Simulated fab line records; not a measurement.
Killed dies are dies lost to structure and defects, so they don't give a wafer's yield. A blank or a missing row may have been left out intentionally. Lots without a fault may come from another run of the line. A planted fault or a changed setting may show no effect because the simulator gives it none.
fab line records | flow sky130
record: lots: 13 | wafers: 39 | last-day: 50
route steps=708 shown METAL3@536 CAPM@538 PAD_OPEN@708
lots that met no fault: taken from a fault-free run of the same line
start-h: the number of hours between the record's first day and the start of the first shown wafer of the lot | wait-h: hours since the lot's step before | " as in the row above | L1.1+2: a row that stands for several wafers | - no value present, or no start provided | * or withheld: withheld | < > ~ a bound
route shown NAME@n: NAME is a module with steps in the file, n the number in the route of the first one | usual: mean/standard deviation taken from wafers without a fault | same: alike in all rows | chamber/n: place in a boat | sites: per-site readings | _std_site: their standard deviation | _edge_site: mean of outer sites minus mean of inner sites | radius-mm: for every site, how far away it sits from the centre of the wafer | mask NAME#n: copy n | behind: tool/chamber where the wafer was last shaped | hold: reason for holding the lot/hours on hold/outcome of the hold | device: the transistor (n, p or np) that didn't switch | end of line: tests of these same wafers at the route's end | for a step that has no rows: nothing shown but its recipe | killed: dies that structure and defects cost at the first sort, which is not the same as the wafer's yield | map: a wafer's dies, x killed, . not, _ none there
set.NAME: the run value of the setting; set.NAME@STEP: its run value at that earlier step | model.NAME: the simulator's own value behind a step, which no gauge read
the route's steps for a sample of lots (tables are steps, rows are wafers)
services: when a tool's chamber went out of use (start-h, in hours from the record's first day, below 0 if earlier), for how many hours, and the reason
== steps ==
step: SKY_METAL3_SPUTTER_04
recipe: material: TiN | target-thk-nm: 70 | power-w: 6500 | time-s: 58.3 | chamber-pressure-pa: 0.4
usual: throttle-valve-pct: 29.9/1.3
lot.wafer | tool           | chamber | start-h | wait-h | throttle-valve-pct
L727.1    | pvd-sputter-04 | -       | 851.96  | 0.0    | 29.8
L727.4    | "              | -       | "       | "      | 28.7
L727.6    | "              | -       | "       | "      | 28.8
L728.3    | pvd-sputter-02 | -       | 853.49  | 0.0    | 30.8
L728.5    | "              | -       | "       | "      | 30.9
L728.6    | "              | -       | "       | "      | 29.9
L729.4    | pvd-sputter-04 | -       | 871.79  | 0.0    | 30.4
L729.5    | "              | -       | "       | "      | 28.6
L729.6    | "              | -       | "       | "      | 30.6
L730.1    | pvd-sputter-01 | -       | 874.11  | 0.0    | 29.9
L730.4    | "              | -       | "       | "      | 27.2
L730.6    | "              | -       | "       | "      | 29.9
L731.2    | pvd-sputter-04 | -       | 880.20  | 0.0    | 30.5
L731.5    | "              | -       | "       | "      | 28.6
L731.6    | "              | -       | "       | "      | 30.6
L733.1    | pvd-sputter-01 | -       | 902.25  | 0.0    | 30.1
L733.3    | "              | -       | "       | "      | 27.1
L733.5    | "              | -       | "       | "      | 30.5
L734.1    | pvd-sputter-02 | -       | 908.55  | 0.0    | 29.9
L734.4    | "              | -       | "       | "      | 29.7
L734.5    | "              | -       | "       | "      | 31.0
L736.1    | pvd-sputter-04 | -       | 912.69  | 0.0    | 29.6
L736.3    | "              | -       | "       | "      | 28.5
L736.6    | "              | -       | "       | "      | 29.4
L739.4    | pvd-sputter-02 | -       | 941.49  | 0.0    | 30.8
L739.5    | "              | -       | "       | "      | 30.6
L739.6    | "              | -       | "       | "      | 30.0
L741.2    | pvd-sputter-01 | -       | 963.48  | 0.0    | 32.2
L741.5    | "              | -       | "       | "      | 27.0
L741.6    | "              | -       | "       | "      | 30.0
L746.1    | pvd-sputter-01 | -       | 999.14  | 0.0    | 32.2
L746.4    | "              | -       | "       | "      | 29.8
L746.5    | "              | -       | "       | "      | 31.8
L748.1    | pvd-sputter-04 | -       | 1002.31 | 0.0    | 29.2
L748.3    | "              | -       | "       | "      | 30.5
L748.5    | "              | -       | "       | "      | 28.7
L750.2    | pvd-sputter-04 | -       | 1009.26 | 0.0    | 29.6
L750.3    | "              | -       | "       | "      | 28.8
L750.6    | "              | -       | "       | "      | 28.7
step: SKY_CAPM_THK_MEAS_01
recipe: reads: SiO2_of_CAPM_CVD_00
usual: CAPM_CVD_00_THK: 15.44/0.23
lot.wafer | tool          | chamber | start-h | wait-h | CAPM_CVD_00_THK[nm]
L727.1    | film-metro-02 | -       | 852.03  | -      | 15.89
L727.4    | "             | -       | "       | "      | 15.79
L727.6    | "             | -       | "       | "      | 15.60
L728.3    | film-metro-03 | -       | 853.58  | -      | 15.14
L728.5    | "             | -       | "       | "      | 15.42
L728.6    | "             | -       | "       | "      | 14.90
L729.4    | film-metro-03 | -       | 871.90  | -      | 15.49
L729.5    | "             | -       | "       | "      | 15.58
L729.6    | "             | -       | "       | "      | 15.75
L730.1    | film-metro-02 | -       | 874.18  | -      | 15.49
L730.4    | "             | -       | "       | "      | 15.83
L730.6    | "             | -       | "       | "      | 15.64
L731.2    | film-metro-02 | -       | 880.28  | -      | 15.40
L731.5    | "             | -       | "       | "      | 15.44
L731.6    | "             | -       | "       | "      | 15.54
L733.1    | film-metro-03 | -       | 902.33  | -      | 14.78
L733.3    | "             | -       | "       | "      | 15.15
L733.5    | "             | -       | "       | "      | 15.21
L734.1    | film-metro-03 | -       | 908.63  | -      | 14.85
L734.4    | "             | -       | "       | "      | 15.65
L734.5    | "             | -       | "       | "      | 15.57
L736.1    | film-metro-02 | -       | 912.76  | -      | 15.44
L736.3    | "             | -       | "       | "      | 15.09
L736.6    | "             | -       | "       | "      | 15.21
L739.4    | film-metro-03 | -       | 941.60  | -      | 15.50
L739.5    | "             | -       | "       | "      | 15.48
L739.6    | "             | -       | "       | "      | 15.48
L741.2    | film-metro-03 | -       | 963.56  | -      | 15.17
L741.5    | "             | -       | "       | "      | 15.50
L741.6    | "             | -       | "       | "      | 15.34
L746.1    | film-metro-03 | -       | 999.21  | -      | 15.32
L746.4    | "             | -       | "       | "      | 15.51
L746.5    | "             | -       | "       | "      | 15.57
L748.1    | film-metro-02 | -       | 1002.38 | -      | 15.04
L748.3    | "             | -       | "       | "      | 15.42
L748.5    | "             | -       | "       | "      | 15.44
L750.2    | film-metro-02 | -       | 1009.34 | -      | 15.51
L750.3    | "             | -       | "       | "      | 15.53
L750.6    | "             | -       | "       | "      | 15.83
step: SKY_CAPM_RS_MEAS_03
recipe: thk-meas-gauge: four-point-probe | reads: TiN_of_CAPM_SPUTTER_02
usual: CAPM_TIN_RS: 6.91/0.063
lot.wafer | tool          | chamber | start-h | wait-h | CAPM_TIN_RS[ohm/sq]
L727.1    | film-metro-03 | -       | 852.20  | 0.1    | 6.98
L727.4    | "             | -       | "       | "      | 6.95
L727.6    | "             | -       | "       | "      | 6.98
L728.3    | film-metro-04 | -       | 853.77  | 0.1    | 6.90
L728.5    | "             | -       | "       | "      | 6.98
L728.6    | "             | -       | "       | "      | 6.93
L729.4    | film-metro-02 | -       | 872.09  | 0.1    | 7.02
L729.5    | "             | -       | "       | "      | 7.00
L729.6    | "             | -       | "       | "      | 7.00
L730.1    | film-metro-03 | -       | 874.35  | 0.1    | 6.86
L730.4    | "             | -       | "       | "      | 6.91
L730.6    | "             | -       | "       | "      | 6.87
L731.2    | film-metro-03 | -       | 880.46  | 0.1    | 6.87
L731.5    | "             | -       | "       | "      | 6.90
L731.6    | "             | -       | "       | "      | 6.89
L733.1    | film-metro-02 | -       | 902.49  | 0.1    | 6.92
L733.3    | "             | -       | "       | "      | 6.86
L733.5    | "             | -       | "       | "      | 6.93
L734.1    | film-metro-04 | -       | 908.79  | 0.1    | 6.90
L734.4    | "             | -       | "       | "      | 6.86
L734.5    | "             | -       | "       | "      | 6.87
L736.1    | film-metro-02 | -       | 912.93  | 0.1    | 6.92
L736.3    | "             | -       | "       | "      | 6.91
L736.6    | "             | -       | "       | "      | 6.90
L739.4    | film-metro-04 | -       | 941.80  | 0.1    | 6.90
L739.5    | "             | -       | "       | "      | 6.87
L739.6    | "             | -       | "       | "      | 6.84
L741.2    | film-metro-02 | -       | 963.74  | 0.1    | 6.85
L741.5    | "             | -       | "       | "      | 6.79
L741.6    | "             | -       | "       | "      | 6.84
L746.1    | film-metro-04 | -       | 999.38  | 0.1    | 6.88
L746.4    | "             | -       | "       | "      | 6.88
L746.5    | "             | -       | "       | "      | 6.88
L748.1    | film-metro-04 | -       | 1002.55 | 0.1    | 6.95
L748.3    | "             | -       | "       | "      | 6.95
L748.5    | "             | -       | "       | "      | 7.01
L750.2    | film-metro-03 | -       | 1009.52 | 0.1    | 6.88
L750.3    | "             | -       | "       | "      | 6.98
L750.6    | "             | -       | "       | "      | 6.94
step: SKY_CAPM_STRIP_14
recipe: chemistry: O2/N2 | power-w: 1400 | pressure-mtorr: 1500 | platen-temp-c: withheld | o2-flow-sccm: 3000 | n2-flow-sccm: 300 | overash-fraction: 0.5
usual: drypump-motor-current-A: 5.7/0.62 | o2-flow-sccm: 3000/8.6 | oes-product-au: 0.710/0.005 | strip-time-to-endpoint-s: 12.65/0.05
lot.wafer | tool            | chamber | start-h | wait-h | drypump-motor-current-A | o2-flow-sccm | oes-product-au | rf-hours-counter-h | strip-time-to-endpoint-s
L727.1    | plasma-asher-02 | 0       | 878.99  | 0.1    | 6.8                     | 3003         | 0.707          | 41                 | 12.63
L727.4    | "               | 0       | "       | "      | 6.8                     | 3002         | 0.709          | -                  | 12.65
L727.6    | "               | 0       | "       | "      | 6.8                     | 3000         | 0.708          | -                  | 12.70
L728.3    | plasma-asher-03 | 1       | 880.00  | 0.1    | 5.9                     | 3001         | 0.694          | -                  | 12.67
L728.5    | "               | 0       | "       | "      | 5.0                     | 3002         | 0.713          | -                  | 12.65
L728.6    | "               | 1       | "       | "      | 5.9                     | 2987         | 0.704          | -                  | 12.61
L729.4    | plasma-asher-03 | 1       | 901.98  | 0.1    | 5.9                     | 2997         | 0.714          | -                  | 12.68
L729.5    | "               | 1       | "       | "      | 5.9                     | 2992         | 0.709          | -                  | 12.63
L729.6    | "               | 0       | "       | "      | 5.0                     | 2999         | 0.714          | -                  | 12.68
L730.1    | plasma-asher-04 | 0       | 902.73  | 0.1    | 5.6                     | 2990         | 0.707          | 106                | 12.66
L730.4    | "               | 0       | "       | "      | 5.6                     | 3006         | 0.710          | -                  | 12.67
L730.6    | "               | 0       | "       | "      | 5.6                     | 3001         | 0.701          | -                  | 12.67
L731.2    | plasma-asher-02 | 0       | 905.69  | 0.1    | 6.7                     | 3005         | 0.712          | 44                 | 12.72
L731.5    | "               | 0       | "       | "      | 6.8                     | 3002         | 0.715          | -                  | 12.70
L731.6    | "               | 1       | "       | "      | 5.3                     | 3006         | 0.713          | -                  | 12.68
L733.1    | plasma-asher-02 | 0       | 926.68  | 0.1    | 6.8                     | 3008         | 0.721          | 46                 | 12.70
L733.3    | "               | 0       | "       | "      | 6.8                     | 3000         | 0.707          | -                  | 12.72
L733.5    | "               | 1       | "       | "      | 5.3                     | 2991         | 0.708          | -                  | 12.70
L734.1    | plasma-asher-02 | 0       | 934.24  | 0.1    | 6.7                     | 3008         | 0.710          | 47                 | 12.59
L734.4    | "               | 1       | "       | "      | 5.3                     | 2997         | 0.713          | -                  | 12.66
L734.5    | "               | 0       | "       | "      | 6.8                     | 2997         | 0.710          | -                  | 12.66
L736.1    | plasma-asher-04 | 0       | 937.94  | 0.1    | 5.6                     | 2996         | 0.706          | 110                | 12.66
L736.3    | "               | 0       | "       | "      | 5.6                     | 2992         | 0.704          | -                  | 12.57
L736.6    | "               | 0       | "       | "      | 5.6                     | 3003         | 0.713          | -                  | 12.62
L739.4    | plasma-asher-02 | 1       | 966.23  | 0.1    | 5.3                     | 2410         | 0.701          | -                  | 12.79
L739.5    | "               | 1       | "       | "      | 5.3                     | 2404         | 0.701          | -                  | 12.81
L739.6    | "               | 0       | "       | "      | 6.8                     | 2396         | 0.703          | -                  | 12.78
L741.2    | plasma-asher-02 | 1       | 986.59  | 0.1    | 5.3                     | 2394         | 0.703          | 52                 | 12.78
L741.5    | "               | 1       | "       | "      | 5.3                     | 2385         | 0.695          | -                  | 12.79
L741.6    | "               | 0       | "       | "      | 6.8                     | 2400         | 0.699          | -                  | 12.75
L746.1    | plasma-asher-03 | 0       | 1022.48 | 0.1    | 5.0                     | 3012         | 0.711          | 92                 | 12.71
L746.4    | "               | 1       | "       | "      | 5.9                     | 3003         | 0.704          | -                  | 12.76
L746.5    | "               | 1       | "       | "      | 5.9                     | 2985         | 0.712          | -                  | 12.73
L748.1    | plasma-asher-03 | 0       | 1024.44 | 0.1    | 5.0                     | 3002         | 0.697          | 92                 | 12.65
L748.3    | "               | 0       | "       | "      | 5.0                     | 3005         | 0.705          | -                  | 12.65
L748.5    | "               | 1       | "       | "      | 5.9                     | 3002         | 0.710          | -                  | 12.69
L750.2    | plasma-asher-03 | 0       | 1032.38 | 0.1    | 5.0                     | 2997         | 0.720          | 94                 | 12.66
L750.3    | "               | 0       | "       | "      | 5.0                     | 3009         | 0.709          | -                  | 12.68
L750.6    | "               | 1       | "       | "      | 5.9                     | 2986         | 0.709          | -                  | 12.58
step: SKY_PAD_OPEN_PROBE_99
usual: defect-limited-yield: 82.6/1.9 | killed_at_M0_to_M3: 43/7.2 | killed_at_M4_up: 3.5/2 | killed-at-contacts: 24/5.2 | killed-at-front-end: 15/4.4 | killed-at-other: 0.2/0.48 | killed-dies: 85/9.4 | killed-open: 46/7.3 | killed-short: 39/6.1
same: gross-dies: 492 | killed-at-back-side: 0
lot.wafer | tool      | chamber | start-h | wait-h | defect-limited-yield[%] | killed_at_M0_to_M3 | killed_at_M4_up | killed-at-contacts | killed-at-front-end | killed-at-other | killed-dies | killed-open | killed-short
L728.3    | prober-01 | -       | 1081.44 | 0.2    | 82.3                    | 45                 | 5               | 24                 | 13                  | 0               | 87          | 48          | 39
L728.5    | prober-01 | -       | 1081.54 | 0.2    | 80.5                    | 41                 | 4               | 24                 | 27                  | 0               | 96          | 67          | 29
L728.6    | prober-01 | -       | 1081.59 | 0.2    | 86.8                    | 35                 | 1               | 21                 | 8                   | 0               | 65          | 35          | 30
L729.4    | prober-01 | -       | 1097.87 | 0.2    | 81.5                    | 47                 | 3               | 30                 | 11                  | 0               | 91          | 46          | 45
L729.5    | prober-01 | -       | 1097.92 | 0.2    | 79.9                    | 45                 | 3               | 34                 | 17                  | 0               | 99          | 61          | 38
L729.6    | prober-01 | -       | 1097.97 | 0.2    | 80.7                    | 43                 | 7               | 32                 | 13                  | 0               | 95          | 55          | 38
L733.1    | prober-01 | -       | 1116.08 | 0.1    | 82.7                    | 50                 | 4               | 17                 | 14                  | 0               | 85          | 47          | 37
L733.3    | prober-01 | -       | 1116.18 | 0.2    | 83.1                    | 43                 | 8               | 20                 | 10                  | 2               | 83          | 45          | 38
L733.5    | prober-01 | -       | 1116.28 | 0.2    | 81.5                    | 42                 | 5               | 28                 | 16                  | 0               | 91          | 44          | 45
L734.1    | prober-02 | -       | 1123.20 | 0.1    | 82.5                    | 29                 | 9               | 27                 | 21                  | 0               | 86          | 49          | 32
L734.4    | prober-02 | -       | 1123.35 | 0.2    | 81.5                    | 41                 | 3               | 28                 | 19                  | 0               | 91          | 51          | 39
L734.5    | prober-02 | -       | 1123.40 | 0.2    | 83.7                    | 34                 | 3               | 29                 | 14                  | 0               | 80          | 42          | 38
L739.4    | prober-01 | -       | 1149.00 | 0.2    | 78.9                    | 58                 | 1               | 27                 | 18                  | 0               | 104         | 59          | 45
L739.5    | prober-01 | -       | 1149.05 | 0.2    | 83.5                    | 34                 | 7               | 28                 | 12                  | 0               | 81          | 49          | 32
L739.6    | prober-01 | -       | 1149.10 | 0.2    | 77.0                    | 56                 | 9               | 26                 | 22                  | 0               | 113         | 61          | 52
L741.2    | prober-01 | -       | 1163.24 | 0.1    | 85.4                    | 39                 | 5               | 17                 | 10                  | 1               | 72          | 38          | 34
L741.5    | prober-01 | -       | 1163.39 | 0.2    | 81.9                    | 45                 | 2               | 26                 | 16                  | 0               | 89          | 47          | 42
L741.6    | prober-01 | -       | 1163.44 | 0.2    | 81.5                    | 58                 | 1               | 20                 | 12                  | 0               | 91          | 56          | 35
L748.1    | prober-01 | -       | 1189.84 | 0.1    | 81.9                    | 45                 | 4               | 21                 | 19                  | 0               | 89          | 48          | 41
L748.3    | prober-01 | -       | 1189.94 | 0.2    | 83.3                    | 42                 | 2               | 22                 | 16                  | 0               | 82          | 41          | 41
L748.5    | prober-01 | -       | 1190.04 | 0.2    | 81.3                    | 41                 | 2               | 35                 | 14                  | 0               | 92          | 50          | 42
killed by level:class
L728.3 CONTACT:geometric-particle:open=12 LI_CONTACT:geometric-particle:open=9 VIA1:geometric-particle:open=8 FIELD_ISO:geometric-particle:short=7 METAL1:geometric-particle:short=6 VIA2:geometric-particle:open=6 FIELD_ISO:geometric-particle:open=4 METAL2:geometric-particle:short=4
L728.5 VIA1:geometric-particle:open=16 CONTACT:geometric-particle:open=11 LI_CONTACT:geometric-particle:open=10 FIELD_ISO:geometric-particle:open=9 POLY_GATE:geometric-particle:open=7 POLY_GATE:geometric-particle:short=6 VIA3:geometric-particle:open=6 FIELD_ISO:geometric-particle:short=4
L728.6 CONTACT:geometric-particle:open=7 METAL1:geometric-particle:short=7 VIA1:geometric-particle:open=7 LI_CONTACT:geometric-particle:open=6 VIA1:geometric-particle:short=6 CONTACT:geometric-particle:short=4 METAL2:geometric-particle:short=4 VIA3:geometric-particle:open=4
L729.4 CONTACT:geometric-particle:open=10 LI_CONTACT:geometric-particle:open=7 VIA1:geometric-particle:open=7 METAL2:geometric-particle:short=7 VIA2:geometric-particle:open=7 VIA3:geometric-particle:open=6 LI_CONTACT:geometric-particle:short=5 METAL1:geometric-particle:short=5
L729.5 VIA1:geometric-particle:open=16 CONTACT:geometric-particle:open=13 CONTACT:geometric-particle:short=10 LI_CONTACT:geometric-particle:open=7 VIA2:geometric-particle:open=6 VIA1:geometric-particle:short=5 FIELD_ISO:geometric-particle:open=4 METAL1:geometric-particle:short=4
L729.6 VIA2:geometric-particle:open=10 LI_CONTACT:geometric-particle:open=8 CONTACT:geometric-particle:open=7 VIA1:geometric-particle:open=7 VIA3:geometric-particle:open=6 VIA1:geometric-particle:short=5 FIELD_ISO:geometric-particle:open=4 LI_CONTACT:geometric-particle:short=4
L733.1 VIA1:geometric-particle:open=11 CONTACT:geometric-particle:open=9 VIA2:geometric-particle:open=9 METAL1:geometric-particle:short=7 METAL2:geometric-particle:short=7 FIELD_ISO:geometric-particle:open=5 VIA1:geometric-particle:short=5 FIELD_ISO:geometric-particle:short=4
L733.3 CONTACT:geometric-particle:open=10 VIA1:geometric-particle:open=9 LI_CONTACT:geometric-particle:open=6 VIA3:geometric-particle:open=6 METAL1:geometric-particle:short=5 VIA1:geometric-particle:short=5 METAL2:geometric-particle:short=5 METAL4:geometric-particle:short=5
L733.5 CONTACT:geometric-particle:open=9 VIA1:geometric-particle:short=8 CONTACT:geometric-particle:short=7 METAL1:geometric-particle:short=7 LI_CONTACT:geometric-particle:open=6 VIA3:geometric-particle:open=6 POLY_GATE:geometric-particle:open=5 VIA2:geometric-particle:open=5
L734.1 CONTACT:geometric-particle:open=12 VIA1:geometric-particle:open=6 METAL4:geometric-particle:short=6 FIELD_ISO:geometric-particle:open=5 FIELD_ISO:geometric-particle:short=5 LI_CONTACT:geometric-particle:open=5 METAL1:geometric-particle:short=5 METAL2:geometric-particle:short=4
L734.4 CONTACT:geometric-particle:open=14 FIELD_ISO:geometric-particle:open=7 VIA3:geometric-particle:open=7 METAL1:geometric-particle:short=6 VIA1:geometric-particle:open=6 LI_CONTACT:geometric-particle:open=5 POLY_GATE:geometric-particle:short=4 LOCAL_INTERCONNECT:geometric-particle:short=4
L734.5 CONTACT:geometric-particle:open=10 LI_CONTACT:geometric-particle:open=8 METAL1:geometric-particle:short=6 VIA3:geometric-particle:open=6 LOCAL_INTERCONNECT:geometric-particle:short=5 CONTACT:geometric-particle:short=5 FIELD_ISO:geometric-particle:open=4 FIELD_ISO:geometric-particle:short=4
L739.4 VIA1:geometric-particle:open=20 CONTACT:geometric-particle:open=12 VIA1:geometric-particle:short=9 LI_CONTACT:geometric-particle:open=8 POLY_GATE:geometric-particle:short=7 METAL2:geometric-particle:short=6 VIA3:geometric-particle:open=6 VIA2:geometric-particle:short=4
L739.5 CONTACT:geometric-particle:open=10 VIA1:geometric-particle:open=9 LI_CONTACT:geometric-particle:open=8 METAL1:geometric-particle:short=7 FIELD_ISO:geometric-particle:open=6 METAL4:geometric-particle:short=6 VIA2:geometric-particle:open=6 VIA3:geometric-particle:open=6
L739.6 VIA2:geometric-particle:open=11 VIA1:geometric-particle:open=10 LI_CONTACT:geometric-particle:open=9 VIA3:geometric-particle:open=9 POLY_GATE:geometric-particle:short=7 METAL4:geometric-particle:short=7 VIA1:geometric-particle:short=7 FIELD_ISO:geometric-particle:short=6
L741.2 VIA1:geometric-particle:open=9 CONTACT:geometric-particle:open=7 LOCAL_INTERCONNECT:geometric-particle:short=6 METAL1:geometric-particle:short=5 METAL2:geometric-particle:short=5 VIA2:geometric-particle:open=5 POLY_GATE:geometric-particle:open=4 VIA3:geometric-particle:open=4
L741.5 VIA1:geometric-particle:open=9 LI_CONTACT:geometric-particle:open=8 CONTACT:geometric-particle:open=7 VIA1:geometric-particle:short=7 VIA3:geometric-particle:open=7 POLY_GATE:geometric-particle:open=5 CONTACT:geometric-particle:short=5 FIELD_ISO:geometric-particle:short=4
L741.6 VIA1:geometric-particle:open=20 VIA3:geometric-particle:open=9 CONTACT:geometric-particle:open=7 CONTACT:geometric-particle:short=6 VIA2:geometric-particle:open=6 FIELD_ISO:geometric-particle:short=5 METAL1:geometric-particle:short=5 VIA1:geometric-particle:short=4
L748.1 VIA1:geometric-particle:open=11 VIA3:geometric-particle:open=8 CONTACT:geometric-particle:open=7 FIELD_ISO:geometric-particle:short=5 LI_CONTACT:geometric-particle:open=5 CONTACT:geometric-particle:short=5 VIA1:geometric-particle:short=5 VIA2:geometric-particle:short=4
L748.3 VIA1:geometric-particle:open=9 VIA3:geometric-particle:open=8 CONTACT:geometric-particle:open=7 VIA2:geometric-particle:short=7 CONTACT:geometric-particle:short=5 LI_CONTACT:geometric-particle:open=4 POLY_GATE:geometric-particle:short=4 METAL1:geometric-particle:short=4
L748.5 CONTACT:geometric-particle:open=12 METAL2:geometric-particle:short=9 LI_CONTACT:geometric-particle:open=8 VIA1:geometric-particle:open=8 VIA2:geometric-particle:open=8 CONTACT:geometric-particle:short=7 FIELD_ISO:geometric-particle:short=4 POLY_GATE:geometric-particle:open=4
== services ==
tool            | chamber | start-h | hours | kind
pvd-sputter-02  | -       | 878.85  | 3.7   | repair
pvd-sputter-01  | -       | 885.11  | 7.9   | repair
pvd-sputter-04  | -       | 886.72  | 13.6  | repair
plasma-asher-04 | -       | 890.24  | 4.4   | repair
pvd-sputter-01  | -       | 921.14  | 2.2   | repair
pvd-sputter-02  | -       | 942.10  | 84.7  | repair
pvd-sputter-04  | -       | 961.59  | 1.0   | repair
pvd-sputter-02  | -       | 1009.48 | 8.0   | repair
== key ==
first-sign: step: SKY_CAPM_STRIP_14 | reading: o2-flow-sccm | direction: down | sigmas: 70 | usual: 3000 | struck: 2398
effect: step: SKY_CAPM_STRIP_14 | reading: strip-time-to-endpoint-s | direction: up | sigmas: 2.7 | usual: * | struck: *
met-at SKY_CAPM_STRIP_14
struck-lots L739,L741
not-acting-at SKY_METAL3_SPUTTER_04,SKY_CAPM_THK_MEAS_01,SKY_CAPM_RS_MEAS_03
onset-between 934.24 966.23
fault: kind: process-parameter-drift | tool: plasma-asher-02 | chamber: - | onset-h: 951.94 | steps: SKY_CAPM_STRIP_14 | channel: o2-flow-sccm | offset: -600 | shape: step | end-h: 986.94 | acts-in: these-recipes-only | stated: 3000
